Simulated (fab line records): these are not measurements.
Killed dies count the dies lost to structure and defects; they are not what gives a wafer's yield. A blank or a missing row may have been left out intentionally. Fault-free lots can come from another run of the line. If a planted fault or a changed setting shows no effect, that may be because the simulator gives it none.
Which tool was responsible? / flow sky130 / Sampling: 14 lots, 42 wafers, 2 of 708 route steps

WHAT THE GAUGES READ, wafer by wafer
No reading from a measuring or inspecting step in the record can be judged against a usual standard deviation.

EACH LOT AND THE TOOL THAT RAN IT (in order: tool; ch and the chambers of the sampled wafers; start)
lot=L621; SKY_GATE_OXIDE_OXIDATION_16=furnace-02 ch 0, day 13 20:43; SKY_PAD_OPEN_PROBE_99=-
lot=L622; SKY_GATE_OXIDE_OXIDATION_16=furnace-02 ch 0, day 14 07:34; SKY_PAD_OPEN_PROBE_99=-
lot=L623; SKY_GATE_OXIDE_OXIDATION_16=furnace-01 ch 0, day 14 07:42; SKY_PAD_OPEN_PROBE_99=-
lot=L624; SKY_GATE_OXIDE_OXIDATION_16=furnace-01 ch 0, day 14 20:55; SKY_PAD_OPEN_PROBE_99=-
lot=L628; SKY_GATE_OXIDE_OXIDATION_16=furnace-01 ch 0, day 16 06:32; SKY_PAD_OPEN_PROBE_99=-
lot=L629; SKY_GATE_OXIDE_OXIDATION_16=furnace-01 ch 0, day 16 15:05; SKY_PAD_OPEN_PROBE_99=-
lot=L630; SKY_GATE_OXIDE_OXIDATION_16=furnace-02 ch 0, day 17 01:39; SKY_PAD_OPEN_PROBE_99=-
lot=L636; SKY_GATE_OXIDE_OXIDATION_16=furnace-02 ch 0, day 19 05:40; SKY_PAD_OPEN_PROBE_99=-
lot=L638; SKY_GATE_OXIDE_OXIDATION_16=furnace-01 ch 0, day 20 02:11; SKY_PAD_OPEN_PROBE_99=prober-01, day 49 21:47
lot=L640; SKY_GATE_OXIDE_OXIDATION_16=furnace-01 ch 0, day 20 12:08; SKY_PAD_OPEN_PROBE_99=-
lot=L641; SKY_GATE_OXIDE_OXIDATION_16=furnace-01 ch 0, day 21 01:17; SKY_PAD_OPEN_PROBE_99=-
lot=L642; SKY_GATE_OXIDE_OXIDATION_16=furnace-02 ch 0, day 21 09:42; SKY_PAD_OPEN_PROBE_99=-
lot=L643; SKY_GATE_OXIDE_OXIDATION_16=furnace-02 ch 0, day 21 16:56; SKY_PAD_OPEN_PROBE_99=-
lot=L644; SKY_GATE_OXIDE_OXIDATION_16=furnace-02 ch 0, day 21 22:59; SKY_PAD_OPEN_PROBE_99=-
- SKY_GATE_OXIDE_OXIDATION_16: stabilise 600 s, purge 300 s, target thk 3.57 nm.
- SKY_PAD_OPEN_PROBE_99

AS READ BY THE TOOLS THEMSELVES (means over the sampled wafers that have a number; for cases with no such wafer, the mark the record gives instead)
SKY_GATE_OXIDE_OXIDATION_16.
lot=L621; tool=furnace-02; spike_tc_centre_C (C)=802.0; spike_tc_lower_C (C)=800.9; zone_power_centre_pct (%)=14.7; zone_power_lower_pct (%)=17.9; zone_power_top_pct (%)=23.80
lot=L622; tool=furnace-02; spike_tc_centre_C (C)=800.8; spike_tc_lower_C (C)=801.0; zone_power_centre_pct (%)=14.6; zone_power_lower_pct (%)=17.9; zone_power_top_pct (%)=23.85
lot=L623; tool=furnace-01; spike_tc_centre_C (C)=797.5; spike_tc_lower_C (C)=801.5; zone_power_centre_pct (%)=13.5; zone_power_lower_pct (%)=14.8; zone_power_top_pct (%)=23.53
lot=L624; tool=furnace-01; spike_tc_centre_C (C)=799.4; spike_tc_lower_C (C)=802.3; zone_power_centre_pct (%)=13.6; zone_power_lower_pct (%)=14.6; zone_power_top_pct (%)=23.55
lot=L628; tool=furnace-01; spike_tc_centre_C (C)=793.1; spike_tc_lower_C (C)=847.6; zone_power_centre_pct (%)=7.4; zone_power_lower_pct (%)=29.5; zone_power_top_pct (%)=23.19
lot=L629; tool=furnace-01; spike_tc_centre_C (C)=792.5; spike_tc_lower_C (C)=847.5; zone_power_centre_pct (%)=7.4; zone_power_lower_pct (%)=29.9; zone_power_top_pct (%)=23.35
lot=L630; tool=furnace-02; spike_tc_centre_C (C)=801.0; spike_tc_lower_C (C)=799.4; zone_power_centre_pct (%)=14.7; zone_power_lower_pct (%)=17.9; zone_power_top_pct (%)=23.88
lot=L636; tool=furnace-02; spike_tc_centre_C (C)=801.3; spike_tc_lower_C (C)=799.8; zone_power_centre_pct (%)=14.6; zone_power_lower_pct (%)=17.7; zone_power_top_pct (%)=23.77
lot=L638; tool=furnace-01; spike_tc_centre_C (C)=798.3; spike_tc_lower_C (C)=802.1; zone_power_centre_pct (%)=13.6; zone_power_lower_pct (%)=14.9; zone_power_top_pct (%)=23.60
lot=L640; tool=furnace-01; spike_tc_centre_C (C)=797.9; spike_tc_lower_C (C)=801.9; zone_power_centre_pct (%)=13.5; zone_power_lower_pct (%)=14.6; zone_power_top_pct (%)=23.44
lot=L641; tool=furnace-01; spike_tc_centre_C (C)=798.0; spike_tc_lower_C (C)=801.1; zone_power_centre_pct (%)=13.5; zone_power_lower_pct (%)=14.7; zone_power_top_pct (%)=23.52
lot=L642; tool=furnace-02; spike_tc_centre_C (C)=802.9; spike_tc_lower_C (C)=800.4; zone_power_centre_pct (%)=14.7; zone_power_lower_pct (%)=18.0; zone_power_top_pct (%)=23.81
lot=L643; tool=furnace-02; spike_tc_centre_C (C)=801.5; spike_tc_lower_C (C)=800.2; zone_power_centre_pct (%)=14.7; zone_power_lower_pct (%)=17.9; zone_power_top_pct (%)=23.64
lot=L644; tool=furnace-02; spike_tc_centre_C (C)=802.4; spike_tc_lower_C (C)=800.3; zone_power_centre_pct (%)=14.6; zone_power_lower_pct (%)=17.9; zone_power_top_pct (%)=23.70

SKY_PAD_OPEN_PROBE_99.
lot=L638 tool=prober-01 killed_at_M0_to_M3=43 killed_at_M4_up=5.7 killed_at_contacts=28 killed_at_front_end=15 killed_at_other=0.0 killed_dies=91 killed_open=49 killed_short=42

THE ANSWER, worked out from the rows above alone
Rule: what is usual is taken from the lots themselves. The widest of any qualifying gaps counts: lots, ordered by their means at a reading, are off when they make up no more than a third of the lots, leave a main group of 4 or more, and stand apart from it by 3 or more times the standard deviation of that group's means. A main group whose means are all the same, to the digits that the tables above print for the reading, isn't used. A lot without any number at a reading at which 4 lots or more have one is off too. The other lots that the step has rows for count as sound. The gauges are gone through in route order, then the tools' own readings, and for those a lot's mean is taken as printed above. The first step at which some lot is off is used, and at that step the reading that is off furthest; a lot without a number counts as furthest.
Off at SKY_GATE_OXIDE_OXIDATION_16 (spike_tc_lower_C): L628, L629. The main group has a mean of 800.9 C with a standard deviation of 0.88.
If a tool, at that step or one of the process steps before it, ran each lot that is off and ran no sound lot following the first of them, it fits. Of those tried, none fits.

WHAT THE SIMULATOR HAD INSERTED
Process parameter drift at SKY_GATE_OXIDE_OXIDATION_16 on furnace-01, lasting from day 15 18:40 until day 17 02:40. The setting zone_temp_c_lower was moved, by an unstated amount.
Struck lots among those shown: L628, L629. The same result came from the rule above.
